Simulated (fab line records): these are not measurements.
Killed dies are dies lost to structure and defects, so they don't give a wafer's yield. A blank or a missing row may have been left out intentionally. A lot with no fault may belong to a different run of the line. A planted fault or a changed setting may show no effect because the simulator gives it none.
fab line records	flow gf180mcu
[record] lots = 24	wafers = 72	last-day = 35
route steps=602 shown M1@321 V1@356 M2@378 V2@386 PASSIVATION@601
lots with no fault: from the same line, run without faults
start-h: start of the lot's first displayed wafer, in hours after the record's first day	wait-h: hours from the lot's prior step to this one	" unchanged from the row above	L1.1+2: one row covering several wafers at once	- either no value or no given start	* or withheld: withheld	< > ~ a bound
route shown NAME@n: a module of which the file shows steps, and the number in the route of the first	usual: the fault-free wafers' mean and standard deviation	same: alike in all rows	chamber/n: place in a boat	sites: readings site by site	_std_site: standard deviation of those values	_edge_site: outer sites' mean less inner sites'	radius-mm: for every site, how far away it sits from the centre of the wafer	mask NAME#n: copy n	behind: tool/chamber where the wafer was last shaped	hold: why the lot was held/for how many hours/how that ended	device: whichever transistor did not switch (one of n, p or np)	end of line: the same wafers' tests at the end of the route	for a step that has no rows: nothing shown but its recipe	killed: at the first sort, the dies lost to defects and structure; wafer yield is something else	map: per-die view of a wafer (x killed, . not killed, _ where there is no die)
set.NAME: the setting that was run; set.NAME@STEP: the one run at that earlier step	model.NAME: the simulator's own value behind a step, which no gauge read
route steps across a sampled set of lots; one table per step, one row per wafer
services: from which hour (start-h, from the record's first day; less than 0 if before it) a tool's chamber was out of use, for how many hours, and why
[[steps]]
[step GF_M1_THK_MEAS_06]
[recipe] thk-meas-gauge = xrf	reads = AlCu_of_M1_SPUTTER_02
[usual] M1_ALCU_THK = 442/6.3
lot.wafer	tool	chamber	start-h	wait-h	M1_ALCU_THK[nm]
L074.2	film-metro-01	-	366.83	0.1	435
L074.4	"	-	"	"	438
L074.6	"	-	"	"	437
L075.1	film-metro-04	-	380.37	0.1	437
L075.2	"	-	"	"	435
L075.6	"	-	"	"	435
L076.1	film-metro-01	-	389.37	0.1	452
L076.3	"	-	"	"	452
L076.6	"	-	"	"	445
L077.3	film-metro-03	-	402.98	0.1	436
L077.4	"	-	"	"	438
L077.5	"	-	"	"	434
L078.1	film-metro-03	-	410.98	0.1	443
L078.2	"	-	"	"	437
L078.5	"	-	"	"	442
L079.1	film-metro-04	-	426.11	0.1	451
L079.5	"	-	"	"	452
L079.6	"	-	"	"	450
L080.1	film-metro-04	-	435.61	0.1	422
L080.2	"	-	"	"	427
L080.6	"	-	"	"	433
L081.1	film-metro-01	-	453.22	0.1	440
L081.2	"	-	"	"	442
L081.4	"	-	"	"	445
L082.1	film-metro-01	-	453.82	0.1	435
L082.2	"	-	"	"	435
L082.6	"	-	"	"	439
L083.1	film-metro-01	-	458.49	0.1	439
L083.4	"	-	"	"	444
L083.6	"	-	"	"	447
L084.2	film-metro-03	-	469.48	0.1	449
L084.4	"	-	"	"	444
L084.5	"	-	"	"	448
L085.3	film-metro-01	-	470.95	0.1	447
L085.5	"	-	"	"	447
L085.6	"	-	"	"	448
L086.1	film-metro-03	-	477.30	0.1	446
L086.4	"	-	"	"	439
L086.5	"	-	"	"	437
L087.3	film-metro-03	-	489.60	0.1	447
L087.4	"	-	"	"	449
L087.6	"	-	"	"	448
L088.1	film-metro-01	-	498.67	0.1	441
L088.2	"	-	"	"	439
L088.6	"	-	"	"	440
L089.2	film-metro-03	-	511.53	0.1	439
L089.5	"	-	"	"	439
L089.6	"	-	"	"	437
L090.1	film-metro-03	-	514.42	0.1	438
L090.2	"	-	"	"	439
L090.3	"	-	"	"	438
L091.3	film-metro-04	-	520.63	0.1	444
L091.4	"	-	"	"	445
L091.5	"	-	"	"	445
L092.1	film-metro-01	-	526.55	0.1	451
L092.2	"	-	"	"	456
L092.4	"	-	"	"	451
L094.1	film-metro-04	-	540.41	0.1	448
L094.2	"	-	"	"	439
L094.5	"	-	"	"	441
L093.1	film-metro-04	-	544.12	0.1	435
L093.4	"	-	"	"	439
L093.6	"	-	"	"	443
L095.1	film-metro-04	-	547.11	0.1	439
L095.2	"	-	"	"	442
L095.3	"	-	"	"	437
L096.1	film-metro-01	-	561.81	0.1	447
L096.3	"	-	"	"	444
L096.4	"	-	"	"	451
L097.2	film-metro-04	-	568.18	0.1	445
L097.4	"	-	"	"	439
L097.6	"	-	"	"	436
[step GF_V1_SPUTTER_21]
[recipe] material = Ti	target-thk-nm = 15	chamber-pressure-pa = 5	power-w = 2500	substrate-temp-c = 200	time-s = 80.02
[usual] throttle-valve-pct = 30.3/1.2
lot.wafer	tool	chamber	start-h	wait-h	throttle-valve-pct
L074.2	pvd-sputter-02	-	416.39	0.0	27.6
L074.4	"	-	"	"	29.6
L074.6	"	-	"	"	27.7
L075.1	pvd-sputter-03	-	431.37	0.0	31.8
L075.2	"	-	"	"	30.4
L075.6	"	-	"	"	31.0
L076.1	pvd-sputter-02	-	438.69	0.0	27.8
L076.3	"	-	"	"	29.9
L076.6	"	-	"	"	30.6
L077.3	pvd-sputter-01	-	455.12	0.0	30.6
L077.4	"	-	"	"	32.1
L077.5	"	-	"	"	30.3
L078.1	pvd-sputter-01	-	461.89	0.0	28.0
L078.2	"	-	"	"	30.7
L078.5	"	-	"	"	30.7
L079.1	pvd-sputter-01	-	477.32	0.0	29.9
L079.5	"	-	"	"	27.9
L079.6	"	-	"	"	30.0
L080.1	pvd-sputter-02	-	487.13	0.0	30.0
L080.2	"	-	"	"	30.0
L080.6	"	-	"	"	29.9
L082.1	pvd-sputter-03	-	505.67	0.0	30.3
L082.2	"	-	"	"	29.7
L082.6	"	-	"	"	31.9
L081.1	pvd-sputter-01	-	505.69	0.0	30.3
L081.2	"	-	"	"	28.4
L081.4	"	-	"	"	31.9
L083.1	pvd-sputter-03	-	509.33	0.0	30.2
L083.4	"	-	"	"	29.8
L083.6	"	-	"	"	30.9
L084.2	pvd-sputter-02	-	519.14	0.0	30.7
L084.4	"	-	"	"	27.7
L084.5	"	-	"	"	27.7
L085.3	pvd-sputter-02	-	521.53	0.0	27.7
L085.5	"	-	"	"	27.9
L085.6	"	-	"	"	30.7
L086.1	pvd-sputter-03	-	526.79	0.0	32.2
L086.4	"	-	"	"	31.1
L086.5	"	-	"	"	30.3
L087.3	pvd-sputter-03	-	538.58	0.0	29.8
L087.4	"	-	"	"	31.2
L087.6	"	-	"	"	31.8
L088.1	pvd-sputter-02	-	547.96	0.0	29.6
L088.2	"	-	"	"	30.0
L088.6	"	-	"	"	29.9
L089.2	pvd-sputter-03	-	560.74	0.0	31.6
L089.5	"	-	"	"	30.5
L089.6	"	-	"	"	31.2
L090.1	pvd-sputter-03	-	562.14	0.0	32.1
L090.2	"	-	"	"	30.2
L090.3	"	-	"	"	30.0
L091.3	pvd-sputter-03	-	569.47	0.0	31.4
L091.4	"	-	"	"	30.4
L091.5	"	-	"	"	31.8
L092.1	pvd-sputter-03	-	574.00	0.0	30.2
L092.2	"	-	"	"	31.8
L092.4	"	-	"	"	29.9
L094.1	pvd-sputter-02	-	588.01	0.0	30.2
L094.2	"	-	"	"	27.7
L094.5	"	-	"	"	29.7
L093.1	pvd-sputter-03	-	590.09	0.0	31.7
L093.4	"	-	"	"	31.0
L093.6	"	-	"	"	31.2
L095.1	pvd-sputter-01	-	593.83	0.0	30.6
L095.2	"	-	"	"	30.1
L095.3	"	-	"	"	28.1
L096.1	pvd-sputter-02	-	607.67	0.0	29.7
L096.3	"	-	"	"	27.6
L096.4	"	-	"	"	30.1
L097.2	pvd-sputter-01	-	613.84	0.0	30.0
L097.4	"	-	"	"	32.2
L097.6	"	-	"	"	29.9
[step GF_M2_METAL_ETCH_16]
[recipe] chemistry = Cl2/BCl3	mask-material = KrF	target-depth-nm = 750.8	stop-on = SiO2	pressure-mtorr = 8	icp-w = 800	bias-w = 140	Cl2_flow_sccm = 80	bcl3-flow-sccm = 40	time-s = 125.1
[usual] drypump-motor-current-A = 5.9/0.33	mfc-cl2-sccm = 80.00/0.22	oes-product-au = 0.993/0.0055	throttle-valve-pct = 28.228/0.011
lot.wafer	tool	chamber	start-h	wait-h	drypump-motor-current-A	mfc-cl2-sccm	oes-product-au	rf-hours-counter-h	throttle-valve-pct
L074.2	rie-metal-03	0	442.62	0.0	6.3	80.22	0.990	10	28.221
L074.4	"	0	"	"	6.3	79.96	0.999	-	28.236
L074.6	"	0	"	"	6.3	80.15	0.989	-	28.215
L075.1	rie-metal-01	0	456.67	0.0	6.2	80.50	0.984	12	28.238
L075.2	"	1	"	"	5.3	80.01	0.981	10	28.233
L075.6	"	0	"	"	6.2	80.00	0.989	-	28.223
L076.1	rie-metal-02	1	463.82	0.0	6.0	80.23	0.997	5	28.216
L076.3	"	1	"	"	6.0	79.72	0.988	-	28.227
L076.6	"	0	"	"	5.9	80.35	0.990	-	28.229
L077.3	rie-metal-01	0	480.47	0.1	6.2	80.02	0.988	-	28.222
L077.4	"	1	"	"	5.3	79.87	0.990	-	28.231
L077.5	"	0	"	"	6.2	79.91	0.988	-	28.249
L078.1	rie-metal-02	0	487.51	0.0	5.9	80.31	0.995	10	28.235
L078.2	"	1	"	"	6.0	79.76	0.998	5	28.225
L078.5	"	1	"	"	6.0	79.92	0.993	-	28.243
L079.1	rie-metal-03	0	501.87	0.0	6.3	79.98	0.993	12	28.228
L079.5	"	1	"	"	5.6	80.21	0.994	-	28.244
L079.6	"	0	"	"	6.3	80.09	0.992	-	28.241
L080.1	rie-metal-02	0	512.22	0.0	5.9	79.40	0.996	10	28.244
L080.2	"	1	"	"	6.0	80.22	0.988	6	28.222
L080.6	"	1	"	"	6.0	80.00	0.991	-	28.236
L082.1	rie-metal-01	0	529.86	0.0	6.2	80.08	0.990	1	28.222
L082.2	"	1	"	"	5.3	80.03	0.980	13	28.231
L082.6	"	0	"	"	6.2	80.18	0.988	-	28.229
L081.1	rie-metal-02	1	530.81	0.0	6.0	80.07	0.995	6	28.242
L081.2	"	0	"	"	5.9	79.90	0.993	11	28.210
L081.4	"	1	"	"	6.0	80.12	0.995	-	28.223
L083.1	rie-metal-01	0	533.47	0.0	6.2	80.35	0.993	1	28.226
L083.4	"	0	"	"	6.2	80.20	0.999	-	28.238
L083.6	"	0	"	"	6.2	79.97	0.983	-	28.233
L084.2	rie-metal-03	1	542.92	0.0	5.6	80.15	0.993	8	28.221
L084.4	"	0	"	"	6.3	80.02	1.003	-	28.244
L084.5	"	0	"	"	6.3	79.86	1.005	-	28.226
L085.3	rie-metal-01	1	545.35	0.1	5.3	79.84	0.988	-	28.229
L085.5	"	1	"	"	5.3	80.16	0.986	-	28.240
L085.6	"	0	"	"	6.2	79.84	0.997	-	28.239
L086.1	rie-metal-03	0	550.62	0.0	6.3	80.16	0.992	13	28.224
L086.4	"	1	"	"	5.6	80.04	0.994	-	28.219
L086.5	"	1	"	"	5.6	79.98	0.998	-	28.211
L087.3	rie-metal-03	0	562.37	0.1	6.3	79.68	0.999	-	28.221
L087.4	"	1	"	"	5.6	79.49	0.994	-	28.241
L087.6	"	0	"	"	6.3	79.55	1.004	-	28.221
L088.1	rie-metal-03	1	570.92	0.0	5.6	80.36	0.998	9	28.227
L088.2	"	0	"	"	6.3	79.93	1.000	14	28.205
L088.6	"	1	"	"	5.6	80.50	0.997	-	28.238
L089.2	rie-metal-02	0	583.76	0.0	6.0	80.06	0.988	12	28.223
L089.5	"	1	"	"	6.0	79.40	0.991	-	28.229
L089.6	"	0	"	"	5.9	80.09	0.991	-	28.222
L090.1	rie-metal-01	1	585.31	0.0	5.3	79.61	0.999	14	28.231
L090.2	"	0	"	"	6.2	79.87	0.990	2	28.222
L090.3	"	1	"	"	5.3	79.85	0.990	-	28.221
L091.3	rie-metal-02	1	592.95	0.1	6.0	79.88	0.996	-	28.196
L091.4	"	0	"	"	5.9	80.19	0.993	-	28.231
L091.5	"	1	"	"	6.0	80.30	0.995	-	28.231
L092.1	rie-metal-03	1	596.17	0.0	5.6	80.00	0.995	10	28.208
L092.2	"	0	"	"	6.3	79.89	0.989	15	28.200
L092.4	"	1	"	"	5.6	80.05	0.989	-	28.230
L094.1	rie-metal-01	0	610.37	0.0	6.2	79.94	0.987	3	28.221
L094.2	"	1	"	"	5.3	80.23	0.989	15	28.244
L094.5	"	0	"	"	6.2	79.97	0.988	-	28.220
L093.1	rie-metal-02	1	612.46	0.0	6.0	79.93	1.001	9	28.235
L093.4	"	1	"	"	6.0	79.56	0.991	-	28.223
L093.6	"	0	"	"	5.9	80.16	1.002	-	28.245
L095.1	rie-metal-01	0	615.81	0.0	6.2	79.99	0.993	3	28.218
L095.2	"	1	"	"	5.3	80.40	0.991	15	28.237
L095.3	"	0	"	"	6.2	80.00	0.996	-	28.231
L096.1	rie-metal-03	1	629.82	0.0	5.6	79.79	1.007	11	28.210
L096.3	"	1	"	"	5.6	79.82	0.995	-	28.229
L096.4	"	1	"	"	5.6	79.99	0.996	-	28.215
L097.2	rie-metal-02	1	635.00	0.1	6.0	79.90	0.994	-	28.226
L097.4	"	1	"	"	6.0	80.28	0.995	-	28.226
L097.6	"	1	"	"	6.0	79.99	0.995	-	28.219
[step GF_V2_CMP_04]
[recipe] material = SiO2	down-force-psi = 4	platen-rpm = 60	pad-velocity-m-s = 0.94248
[usual] motor-current-A = 12.2/0.72	platen-rpm = 60.00/0.039	retaining-ring-pressure-frac = 0.999/0.0048	time-to-endpoint-s = 78/6
lot.wafer	tool	chamber	start-h	wait-h	motor-current-A	platen-rpm	retaining-ring-pressure-frac	time-to-endpoint-s
L074.2	cmp-02	1	443.58	0.0	12.4	59.94	1.004	81
L074.4	"	3	"	"	12.8	60.11	0.999	90
L074.6	"	1	"	"	12.1	59.98	1.003	88
L075.2	cmp-01	0	457.74	0.0	11.6	59.96	0.995	84
L075.1	"	1	"	"	13.1	60.01	0.999	79
L075.6	"	1	"	"	13.7	59.92	1.004	79
L076.1	cmp-01	3	464.80	0.1	11.6	60.01	1.001	83
L076.3	"	1	"	"	13.0	59.99	1.012	84
L076.6	"	3	"	"	12.8	59.96	0.997	86
L077.3	cmp-01	3	481.43	0.1	13.1	60.07	0.995	89
L077.4	"	0	"	"	11.5	60.04	1.009	87
L077.5	"	2	"	"	12.1	59.96	1.001	75
L078.2	cmp-02	1	488.51	0.1	12.6	59.99	1.004	82
L078.1	"	2	"	"	12.0	60.00	1.004	77
L078.5	"	0	"	"	11.0	60.01	0.992	81
L079.1	cmp-01	0	502.79	0.1	11.4	60.05	1.002	80
L079.6	"	0	"	"	11.9	59.97	0.998	88
L079.5	"	1	"	"	12.6	59.98	0.995	81
L080.2	cmp-02	1	513.18	0.0	12.2	59.99	1.008	76
L080.1	"	3	"	"	12.5	60.02	1.001	81
L080.6	"	1	"	"	12.1	60.03	1.004	85
L082.2	cmp-02	2	530.79	0.0	11.8	60.00	1.002	71
L082.1	"	0	"	"	10.8	60.02	1.002	63
L082.6	"	3	"	"	12.4	59.98	1.000	78
L081.1	cmp-01	2	531.77	0.1	12.3	60.01	0.988	72
L081.2	"	3	"	"	13.4	59.96	1.001	90
L081.4	"	0	"	"	10.8	59.97	1.003	81
L083.1	cmp-01	1	534.48	0.1	13.4	60.02	1.001	77
L083.4	"	3	"	"	12.8	60.01	0.998	84
L083.6	"	0	"	"	11.7	59.97	1.006	83
L084.2	cmp-01	1	543.94	0.1	13.3	60.05	0.994	84
L084.4	"	3	"	"	12.6	59.97	1.004	91
L084.5	"	1	"	"	12.9	60.05	1.001	88
L085.3	cmp-01	2	546.68	0.1	12.3	60.06	0.995	75
L085.6	"	0	"	"	11.8	60.00	0.999	85
L085.5	"	1	"	"	13.1	59.92	0.997	76
L086.4	cmp-02	1	551.69	0.1	12.0	59.97	1.010	76
L086.1	"	3	"	"	12.9	60.00	0.997	74
L086.5	"	0	"	"	11.5	60.00	1.000	75
L087.4	cmp-02	3	563.28	0.0	12.5	60.02	0.999	85
L087.3	"	1	"	"	12.6	60.09	1.003	72
L087.6	"	3	"	"	12.9	60.01	1.004	81
L088.2	cmp-02	3	571.85	0.0	12.6	59.98	0.994	78
L088.1	"	0	"	"	11.4	60.00	0.996	74
L088.6	"	0	"	"	11.6	59.98	1.000	75
L089.2	cmp-02	1	584.78	0.1	12.6	59.96	1.001	75
L089.5	"	3	"	"	13.3	59.95	1.006	80
L089.6	"	0	"	"	11.5	60.00	1.000	73
L090.2	cmp-02	3	586.48	0.3	12.6	60.10	1.006	72
L090.3	"	1	"	"	12.5	59.97	0.999	72
L090.1	"	2	"	"	11.8	59.99	1.004	67
L091.4	cmp-02	2	593.84	0.0	11.7	59.99	1.008	72
L091.3	"	1	"	"	12.9	60.02	0.996	74
L091.5	"	2	"	"	11.3	59.98	1.006	80
L092.4	cmp-02	2	597.09	0.0	10.7	60.00	0.995	73
L092.2	"	0	"	"	11.8	60.01	1.006	69
L092.1	"	1	"	"	12.4	59.93	1.000	73
L094.2	cmp-02	2	611.43	0.1	12.0	59.98	0.994	78
L094.1	"	3	"	"	13.0	59.97	0.993	84
L094.5	"	0	"	"	10.9	60.01	0.998	83
L093.1	cmp-02	1	613.39	0.1	12.3	59.99	0.998	70
L093.4	"	2	"	"	11.9	60.03	0.999	78
L093.6	"	1	"	"	12.3	59.97	1.004	85
L095.1	cmp-01	0	616.74	0.1	10.7	60.02	1.001	77
L095.3	"	2	"	"	12.6	60.02	0.999	69
L095.2	"	3	"	"	13.3	59.99	1.001	78
L096.4	cmp-02	1	630.87	0.0	13.0	59.93	1.000	87
L096.1	"	3	"	"	12.0	60.04	0.999	79
L096.3	"	0	"	"	11.0	60.00	1.005	81
L097.4	cmp-01	1	636.01	0.0	13.0	60.09	1.007	79
L097.2	"	3	"	"	13.0	59.99	1.005	73
L097.6	"	2	"	"	11.5	60.01	1.000	72
[step GF_V2_RS_MEAS_24]
[recipe] thk-meas-gauge = four-point-probe	reads = W_of_V2_CVD_23+TiN_of_V2_SPUTTER_22+Ti_of_V2_SPUTTER_21
[usual] V2_W_RS = 0.322/0.0063
lot.wafer	tool	chamber	start-h	wait-h	V2_W_RS[ohm/sq]
L074.2	film-metro-03	-	468.97	0.1	0.312
L074.4	"	-	"	"	0.313
L074.6	"	-	"	"	0.323
L075.1	film-metro-03	-	483.09	0.1	0.319
L075.2	"	-	"	"	0.325
L075.6	"	-	"	"	0.326
L076.1	film-metro-03	-	490.80	0.1	0.326
L076.3	"	-	"	"	0.325
L076.6	"	-	"	"	0.316
L077.3	film-metro-03	-	506.89	0.1	0.315
L077.4	"	-	"	"	0.328
L077.5	"	-	"	"	0.326
L078.1	film-metro-02	-	513.45	0.1	0.328
L078.2	"	-	"	"	0.319
L078.5	"	-	"	"	0.332
L079.1	film-metro-02	-	527.69	0.1	0.331
L079.5	"	-	"	"	0.318
L079.6	"	-	"	"	0.334
L080.1	film-metro-03	-	537.19	0.1	0.313
L080.2	"	-	"	"	0.324
L080.6	"	-	"	"	0.316
L082.1	film-metro-01	-	555.24	0.1	0.315
L082.2	"	-	"	"	0.324
L082.6	"	-	"	"	0.324
L081.1	film-metro-02	-	555.85	0.1	0.324
L081.2	"	-	"	"	0.315
L081.4	"	-	"	"	0.314
L083.1	film-metro-01	-	559.90	0.1	0.330
L083.4	"	-	"	"	0.327
L083.6	"	-	"	"	0.330
L084.2	film-metro-01	-	568.15	0.1	0.330
L084.4	"	-	"	"	0.325
L084.5	"	-	"	"	0.328
L085.3	film-metro-01	-	571.27	0.1	0.329
L085.5	"	-	"	"	0.328
L085.6	"	-	"	"	0.318
L086.1	film-metro-02	-	575.37	0.1	0.325
L086.4	"	-	"	"	0.328
L086.5	"	-	"	"	0.315
L087.3	film-metro-01	-	586.70	0.1	0.330
L087.4	"	-	"	"	0.321
L087.6	"	-	"	"	0.320
L088.1	film-metro-01	-	595.29	0.1	0.316
L088.2	"	-	"	"	0.331
L088.6	"	-	"	"	0.312
L089.2	film-metro-02	-	607.51	0.2	0.312
L089.5	"	-	"	"	0.316
L089.6	"	-	"	"	0.313
L090.1	film-metro-03	-	609.15	0.1	0.320
L090.2	"	-	"	"	0.333
L090.3	"	-	"	"	0.336
L091.3	film-metro-01	-	617.19	0.1	0.314
L091.4	"	-	"	"	0.324
L091.5	"	-	"	"	0.310
L092.1	film-metro-02	-	619.04	0.1	0.319
L092.2	"	-	"	"	0.325
L092.4	"	-	"	"	0.327
L094.1	film-metro-01	-	633.74	0.1	0.321
L094.2	"	-	"	"	0.332
L094.5	"	-	"	"	0.329
L093.1	film-metro-02	-	635.19	0.1	0.332
L093.4	"	-	"	"	0.327
L093.6	"	-	"	"	0.323
L095.1	film-metro-02	-	638.80	0.1	0.328
L095.2	"	-	"	"	0.319
L095.3	"	-	"	"	0.328
L096.1	film-metro-02	-	652.55	0.1	0.330
L096.3	"	-	"	"	0.330
L096.4	"	-	"	"	0.321
L097.2	film-metro-01	-	658.57	0.1	0.324
L097.4	"	-	"	"	0.326
L097.6	"	-	"	"	0.315
[step GF_PASSIVATION_BOW_MEAS_14]
[recipe] mode = bow
[usual] PASSIVATION_BOW = 139/11
lot.wafer	tool	chamber	start-h	wait-h	PASSIVATION_BOW[um]
L074.2	film-metro-03	-	681.11	0.0	154
L074.4	"	-	"	"	153
L074.6	"	-	"	"	152
L075.1	film-metro-03	-	691.97	0.0	148
L075.2	"	-	"	"	149
L075.6	"	-	"	"	149
L076.1	film-metro-01	-	698.22	0.0	120
L076.3	"	-	"	"	129
L076.6	"	-	"	"	136
L077.3	film-metro-02	-	709.46	0.0	146
L077.4	"	-	"	"	144
L077.5	"	-	"	"	145
L078.1	film-metro-03	-	716.43	0.0	145
L078.2	"	-	"	"	146
L078.5	"	-	"	"	147
L079.1	film-metro-01	-	725.63	0.0	131
L079.5	"	-	"	"	132
L079.6	"	-	"	"	142
L080.1	film-metro-03	-	732.57	0.0	128
L080.2	"	-	"	"	121
L080.6	"	-	"	"	132
L082.1	film-metro-02	-	747.62	0.0	148
L082.2	"	-	"	"	143
L082.6	"	-	"	"	155
L081.1	film-metro-03	-	748.48	0.0	134
L081.2	"	-	"	"	147
L081.4	"	-	"	"	135
L083.1	film-metro-02	-	752.19	0.0	150
L083.4	"	-	"	"	148
L083.6	"	-	"	"	135
L084.2	film-metro-02	-	758.94	0.1	132
L084.4	"	-	"	"	140
L084.5	"	-	"	"	121
L085.3	film-metro-03	-	761.29	0.1	143
L085.5	"	-	"	"	145
L085.6	"	-	"	"	145
L086.1	film-metro-03	-	762.87	0.0	149
L086.4	"	-	"	"	152
L086.5	"	-	"	"	163
L087.3	film-metro-02	-	773.37	0.0	144
L087.4	"	-	"	"	153
L087.6	"	-	"	"	137
L088.1	film-metro-03	-	778.43	0.0	128
L088.2	"	-	"	"	136
L088.6	"	-	"	"	139
L089.2	film-metro-01	-	788.45	0.0	145
L089.5	"	-	"	"	143
L089.6	"	-	"	"	146
L090.1	film-metro-03	-	791.13	0.0	122
L090.2	"	-	"	"	144
L090.3	"	-	"	"	135
L091.3	film-metro-03	-	795.41	0.0	141
L091.4	"	-	"	"	136
L091.5	"	-	"	"	145
L092.1	film-metro-01	-	797.57	0.0	129
L092.2	"	-	"	"	149
L092.4	"	-	"	"	137
L094.1	film-metro-02	-	809.37	0.0	119
L094.2	"	-	"	"	131
L094.5	"	-	"	"	128
L093.1	film-metro-03	-	810.89	0.0	123
L093.4	"	-	"	"	139
L093.6	"	-	"	"	142
L095.1	film-metro-03	-	812.37	0.0	132
L095.2	"	-	"	"	146
L095.3	"	-	"	"	128
L096.1	film-metro-02	-	821.38	0.0	123
L096.3	"	-	"	"	113
L096.4	"	-	"	"	123
L097.2	film-metro-02	-	828.79	0.0	152
L097.4	"	-	"	"	149
L097.6	"	-	"	"	157
[[services]]
tool	chamber	start-h	hours	kind
cmp-02	-	404.01	4.3	repair
cmp-02	-	408.36	4.0	pm
pvd-sputter-01	-	409.20	1.0	repair
cmp-02	-	412.36	-	consumable-replace:conditioner
cmp-02	-	412.36	-	consumable-replace:pad
rie-metal-01	-	413.12	2.8	pm
rie-metal-03	-	438.93	0.7	repair
rie-metal-02	1	439.92	14.7	repair
rie-metal-03	1	446.08	22.7	repair
cmp-02	-	475.74	0.6	repair
cmp-02	-	476.98	9.1	repair
rie-metal-01	0	487.35	-	clean
cmp-02	-	503.97	1.2	repair
cmp-02	-	540.22	1.3	repair
cmp-01	-	558.18	1.6	repair
cmp-02	-	565.61	5.8	pm
cmp-01	-	572.00	4.0	pm
cmp-01	-	576.00	-	consumable-replace:conditioner
cmp-01	-	576.00	-	consumable-replace:pad
rie-metal-02	-	606.44	0.5	repair
rie-metal-01	-	608.41	0.3	repair
cmp-02	-	614.77	1.3	repair
pvd-sputter-03	-	617.75	32.9	repair
pvd-sputter-01	-	636.26	2.1	repair
[[key]]
fault none
